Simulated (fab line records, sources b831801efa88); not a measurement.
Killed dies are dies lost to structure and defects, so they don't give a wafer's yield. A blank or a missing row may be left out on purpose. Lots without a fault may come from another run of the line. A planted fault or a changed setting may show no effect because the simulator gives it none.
Which tool did it? | flow gf180mcu | 24 lots, 72 wafers sampled, at 2 steps of a route of 602

WHAT THE GAUGES READ, wafer by wafer
GF_POLY_GATE_OVL_MEAS_11.
lot  | measured     | on         | POLY_GATE_OVL (nm)
L074 | day 10 07:17 | overlay-01 | -7 4 -2
L075 | day 10 19:56 | overlay-01 | 3 3 6
L076 | day 10 23:17 | overlay-02 | -1 1 -1
L077 | day 11 11:26 | overlay-01 | -6 -11 -7
L078 | day 11 15:32 | overlay-01 | -4 -7 -6
L079 | day 11 20:27 | overlay-01 | -16 -7 -15
L080 | day 12 04:16 | overlay-02 | -8 -14 -7
L081 | day 12 09:45 | overlay-01 | -5 -13 -6
L082 | day 12 19:00 | overlay-01 | -6 -12 -5
L083 | day 12 23:41 | overlay-01 | -9 -6 -3
L084 | day 13 05:36 | overlay-02 | -8 1 -6
L085 | day 13 11:09 | overlay-01 | -12 -3 -3
L086 | day 13 21:18 | overlay-02 | 4 5 5
L087 | day 14 02:39 | overlay-01 | -8 -10 -6
L088 | day 14 07:20 | overlay-02 | -3 -2 -6
L089 | day 14 15:47 | overlay-01 | -2 -9 -7
L090 | day 14 22:17 | overlay-01 | 1 4 -4
L091 | day 15 04:20 | overlay-01 | -14 3 -1
L092 | day 15 10:12 | overlay-01 | -3 -13 -8
L093 | day 15 18:11 | overlay-01 | 1 -3 -4
L094 | day 15 23:08 | overlay-01 | -1 -1 -3
L095 | day 16 04:26 | overlay-02 | -5 -1 -10
L096 | day 16 17:22 | overlay-01 | -3 -9 -12
L097 | day 16 17:00 | overlay-01 | -14 -14 -10

WHICH TOOL RAN EACH LOT (tool, then ch and the chambers of the sampled wafers, then the start)
lot  | GF_MVSD_STRIP_10
L074 | plasma_asher-02 ch 0,1, day 4 22:07
L075 | plasma_asher-02 ch 0,1, day 5 07:31
L076 | plasma_asher-01 ch 0,1, day 5 10:08
L077 | plasma_asher-02 ch 0,1, day 5 16:58
L078 | plasma_asher-02 ch 0,1, day 6 01:53
L079 | plasma_asher-02 ch 0,1, day 6 05:14
L080 | plasma_asher-02 ch 0,1, day 6 11:04
L081 | plasma_asher-04 ch 0,1, day 6 16:13
L082 | plasma_asher-02 ch 0,1, day 7 00:20
L083 | plasma_asher-04 ch 0,1, day 7 04:31
L084 | plasma_asher-02 ch 0,1, day 7 11:05
L085 | plasma_asher-01 ch 0,1, day 7 17:53
L086 | plasma_asher-02 ch 0,1, day 7 23:18
L087 | plasma_asher-04 ch 0,1, day 8 04:07
L088 | plasma_asher-02 ch 0,1, day 8 10:40
L089 | plasma_asher-02 ch 0,1, day 8 13:49
L090 | plasma_asher-04 ch 0,1, day 8 19:54
L091 | plasma_asher-04 ch 0,1, day 9 00:41
L092 | plasma_asher-02 ch 0,1, day 9 06:29
L093 | plasma_asher-04 ch 0,1, day 9 10:00
L094 | plasma_asher-01 ch 0,1, day 9 16:18
L095 | plasma_asher-01 ch 0,1, day 9 20:30
L096 | plasma_asher-04 ch 0,1, day 10 03:56
L097 | plasma_asher-01 ch 0,1, day 10 07:53
- GF_MVSD_STRIP_10: strips in O2/N2.

WHAT THE TOOLS THEMSELVES READ (means of the sampled wafers that have a number; where no wafer has one, the mark that the record gives instead)
GF_MVSD_STRIP_10.
lot  | tool            | drypump_motor_current_A (A) | heater_power_w (W) | oes_product_au (a.u.) | strip_time_to_endpoint_s (s)
L074 | plasma_asher-02 | 5.6                         | 337                | 0.724                 | 37.10
L075 | plasma_asher-02 | 5.3                         | 317                | 0.724                 | 37.00
L076 | plasma_asher-01 | 5.6                         | 407                | 0.723                 | 36.98
L077 | plasma_asher-02 | 5.6                         | 340                | 0.724                 | 37.03
L078 | plasma_asher-02 | 5.3                         | 321                | 0.723                 | 36.82
L079 | plasma_asher-02 | 5.6                         | 341                | 0.726                 | 36.95
L080 | plasma_asher-02 | 5.3                         | 324                | 0.721                 | 36.88
L081 | plasma_asher-04 | 5.3                         | 368                | 0.721                 | 36.98
L082 | plasma_asher-02 | 5.6                         | 345                | 0.724                 | 37.07
L083 | plasma_asher-04 | 5.3                         | 364                | 0.724                 | 36.86
L084 | plasma_asher-02 | 5.3                         | 321                | 0.721                 | 37.00
L085 | plasma_asher-01 | 5.6                         | 421                | 0.726                 | 37.00
L086 | plasma_asher-02 | 5.4                         | 322                | 0.721                 | 37.05
L087 | plasma_asher-04 | 5.6                         | 403                | 0.722                 | 36.98
L088 | plasma_asher-02 | 5.6                         | 342                | 0.721                 | 37.11
L089 | plasma_asher-02 | 5.3                         | 325                | 0.726                 | 37.18
L090 | plasma_asher-04 | 5.7                         | 405                | 0.730                 | 36.92
L091 | plasma_asher-04 | 5.6                         | 403                | 0.720                 | 36.97
L092 | plasma_asher-02 | 5.3                         | 322                | 0.723                 | 37.09
L093 | plasma_asher-04 | 5.7                         | 398                | 0.723                 | 37.08
L094 | plasma_asher-01 | 5.6                         | 437                | 0.722                 | 37.07
L095 | plasma_asher-01 | 5.6                         | 429                | 0.722                 | 36.98
L096 | plasma_asher-04 | 5.3                         | 369                | 0.727                 | 37.00
L097 | plasma_asher-01 | 5.6                         | 411                | 0.723                 | 36.97

THE ANSWER, worked out from the rows above alone
Rule: what is usual is taken from the lots themselves. Put in order of their means at a reading, lots are off if they are a third of the lots or fewer, leave a main group of 4 or more, and stand apart from it by a gap of 3 or more times the standard deviation of the main group's means; of several such gaps the widest counts. A main group whose means are all the same, to the digits that the tables above print for the reading, isn't used. A lot without any number at a reading at which 4 lots or more have one is off too. The other lots that the step has rows for count as sound. The gauges are gone through in route order, then the tools' own readings, and for those a lot's mean is taken as printed above. The first step at which some lot is off is used, and at that step the reading that is off furthest; a lot without a number counts as furthest.
No lot is off at any reading shown: from this, nothing can be told.

WHAT THE SIMULATOR HAD PUT IN
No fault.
